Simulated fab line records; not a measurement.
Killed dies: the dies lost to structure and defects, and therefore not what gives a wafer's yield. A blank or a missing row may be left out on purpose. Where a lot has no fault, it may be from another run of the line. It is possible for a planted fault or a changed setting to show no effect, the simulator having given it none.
A struck lot beside a sound one | flow sky130 | 44 steps out of a route of 708
Sound: the wafers L143.1, L143.4, L143.5. The struck wafers were L153.1, L153.4, L153.5. The cause is given at the end.
For every step that has rows: the tool of each side, followed by ch and its chambers, followed by its first start. Under that, the readings that differ: sound wafers | struck wafers | difference of the means | sigmas: that difference in standard deviations of wafers without a fault.
alike: readings whose means differ by less than 2 such deviations, and words and numbers that are the same on both sides. not compared: withheld readings, readings that some wafer has no value for, bounds like >300 that may hide the same value, and numbers for which the record gives no deviation and whose values overlap.
A row with sigmas, a row that says differs or no value, or rows on one side alone: a step with any of these is where the two part. Non-overlapping numbers with no deviation appear without sigmas and do not part them. A reading that every wafer of one side lacks parts them only if that side has two wafers or more.

first, 3 steps without rows for these wafers: SKY_FIELD_ISO_CLEAN_20 (cleans in dHF, time 20 s); SKY_FIELD_ISO_WET_ETCH_21 (etches SiO2 in dHF, target depth 20 nm, time 400 s); SKY_FIELD_ISO_OXIDATION_22 (stabilise 600 s, purge 300 s, target thk 10 nm).
SKY_FIELD_ISO_THK_MEAS_23:
  sound on film metro-04, day 3 00:28; struck on film metro-04, day 5 03:33
  reading                         | sound             | struck         | difference | sigmas
  FIELD_ISO_OXIDATION_01_THK (nm) | 10.27 10.33 10.14 | 9.69 9.43 9.58 | -0.68      | -4
then, 1 step without rows for these wafers: SKY_FIELD_ISO_CVD_24 (deposits SiO2, target thk 595 nm, time 99.2 s).
SKY_FIELD_ISO_THK_MEAS_25:
  sound on film metro-01, day 3 00:36; struck on film metro-01, day 5 03:41
  alike: FIELD_ISO_CVD_24_THK
then, 1 step without rows for these wafers: SKY_FIELD_ISO_ANNEAL_26 (time 1800 s).
SKY_FIELD_ISO_CMP_27: polishes, stops on Si3N4, t overpolish 16 s, target thk 457.8 nm.
  sound on cmp-01 ch 0,1,3, day 3 03:22; struck on cmp-01 ch 1,2,3, day 5 05:20
  reading                | sound       | struck      | difference | sigmas
  time to endpoint s (s) | 112 118 117 | 105 107 107 | -9         | -3
  alike: motor current A, overpolish run s
then, 4 steps without rows for these wafers: SKY_FIELD_ISO_WET_ETCH_28 (etches SiO2 in dHF, target depth 23.7 nm, time 47 s); SKY_FIELD_ISO_WET_ETCH_29 (etches Si3N4 in H3PO4, target depth 160 nm, time 1825 s); SKY_FIELD_ISO_WET_ETCH_30 (etches SiO2 in dHF, target depth 25 nm, time 50 s); SKY_NWELL_CLEAN_00 (cleans in SC1/SC2, time 150 s).
SKY_NWELL_OXIDATION_01: stabilise 600 s, purge 300 s, target thk 10 nm.
  sound on furnace-01 ch 0, day 3 05:08; struck on furnace-02 ch 0, day 5 08:07
  alike: zone power top pct
SKY_NWELL_THK_MEAS_02:
  sound on film metro-01, day 3 06:32; struck on film metro-03, day 5 09:44
  reading                  | sound           | struck            | difference | sigmas
  NWELL_OXIDATION_THK (nm) | 9.81 10.03 9.98 | 16.26 16.12 16.06 | +6.21      | +31
then, 8 steps without rows for these wafers: SKY_DNWELL_DEHYDRATE_00 (time 60 s); SKY_DNWELL_HMDS_01 (prime time 60 s); SKY_DNWELL_COAT_02 (resist thk 3000 nm); SKY_DNWELL_SOFTBAKE_03; SKY_DNWELL_EXPOSE_04 (exposes mask DNM, target cd 3000 nm); SKY_DNWELL_PEB_05; SKY_DNWELL_DEVELOP_06 (develop time 60 s); SKY_DNWELL_IMPLANT_07.
SKY_DNWELL_STRIP_08: strips in O2/N2.
  sound on plasma asher-01 ch 0,1, day 3 22:23; struck on plasma asher-02 ch 0,1, day 6 01:43
  alike: chamber pressure mTorr, drypump motor current A, n2 flow sccm, oes product au, strip time to endpoint s
  not compared: rf hours counter h
SKY_DNWELL_TW_MEAS_09:
  sound on film metro-02, day 3 22:29; struck on film metro-03, day 6 01:49
  alike: DNWELL_TW
then, 7 steps without rows for these wafers: SKY_PWDE_DEHYDRATE_00 (time 60 s); SKY_PWDE_HMDS_01 (prime time 60 s); SKY_PWDE_COAT_02 (resist thk 3000 nm); SKY_PWDE_SOFTBAKE_03; SKY_PWDE_EXPOSE_04 (exposes mask PWDEM, target cd 840 nm); SKY_PWDE_PEB_05; SKY_PWDE_DEVELOP_06 (develop time 60 s).
SKY_PWDE_OVL_MEAS_07:
  sound on overlay-02, day 4 15:20; struck on overlay-02, day 6 20:25
  alike: PWDE_OVL
then, 1 step without rows for these wafers: SKY_PWDE_IMPLANT_08.
SKY_PWDE_STRIP_09: strips in O2/N2.
  sound on plasma asher-04 ch 0,1, day 4 15:32; struck on plasma asher-02 ch 0,1, day 6 20:36
  alike: chamber pressure mTorr, drypump motor current A, n2 flow sccm, oes product au, strip time to endpoint s
  not compared: rf hours counter h
SKY_PWDE_TW_MEAS_10:
  sound on film metro-02, day 4 15:38; struck on film metro-03, day 6 20:42
  alike: PWDE_TW
then, 7 steps without rows for these wafers: SKY_NWELL_DEHYDRATE_03 (time 60 s); SKY_NWELL_HMDS_04 (prime time 60 s); SKY_NWELL_COAT_05 (resist thk 3000 nm); SKY_NWELL_SOFTBAKE_06; SKY_NWELL_EXPOSE_07 (exposes mask NWM, target cd 840 nm); SKY_NWELL_PEB_08; SKY_NWELL_DEVELOP_09 (develop time 60 s).
SKY_NWELL_CLEAN_27: cleans in SC1/SC2, time 150 s.
  sound on wet bench-02 ch 0, day 6 04:08; struck on wet bench-03 ch 3, day 8 18:11
  reading                                      | sound             | struck           | difference | sigmas
  model.SiO2_of_NWELL_OXIDATION_01.thk nm (nm) | 9.447 9.686 9.647 | 15.86 15.8 15.72 | +6.20      |
-- the record jumps here: 40 days lie between the struck wafers' starts before and after (it left off in module NWELL and takes up again in module PAD_OPEN, whose first step shown is number 708 of the route) --
SKY_PAD_OPEN_PROBE_99:
  sound on prober-02, day 46 21:07; struck on prober-02, day 48 23:41
  reading                                    | sound                         | struck                        | difference | sigmas
  model.etest.nfet_16v.r on ohm um           | 1.375e+04 1.382e+04 1.361e+04 | 1.353e+04 1.344e+04 1.353e+04 | -2.267e+02 |
  model.etest.tip p.rs ohm sq                | 6908 6889 6811                | 7098 7068 7082                | +213       |
  model.etest.pfet_01v8.r on ohm um          | 2870 2865 2862                | 3000 3046 3057                | +169       |
  model.etest.pfet g5v0d10v5.r on ohm um     | 4630 4707 4648                | 4917 4925 4916                | +258       |
  model.etest.res pwell under gate.rs ohm sq | 2306 2293 2290                | 2317 2318 2315                | +20        |
  model.etest.pfet_01v8_mvt.drive ua um      | 153.8 154.6 154.3             | 141.9 137.8 138.9             | -14.7      |
  model.etest.pfet_01v8.drive ua um          | 194.8 193.2 193.1             | 182.7 179.1 180.7             | -12.9      |
  model.etest.pfet g5v0d10v5.drive ua um     | 351.4 346 351.4               | 330.3 327.7 325.2             | -21.9      |
  alike: killed_at_M0_to_M3, killed_at_M4_up, killed at contacts, killed at front end, killed at other, killed dies, killed open, killed short

== WHERE THEY PART ==
Earliest at SKY_FIELD_ISO_THK_MEAS_23; latest, in this record, at SKY_NWELL_THK_MEAS_02. Later steps at which nothing parts them and some readings are alike: SKY_DNWELL_STRIP_08, SKY_DNWELL_TW_MEAS_09, SKY_PWDE_OVL_MEAS_07, SKY_PWDE_STRIP_09, SKY_PWDE_TW_MEAS_10, SKY_PAD_OPEN_PROBE_99.

WHY: the cause the simulator had injected
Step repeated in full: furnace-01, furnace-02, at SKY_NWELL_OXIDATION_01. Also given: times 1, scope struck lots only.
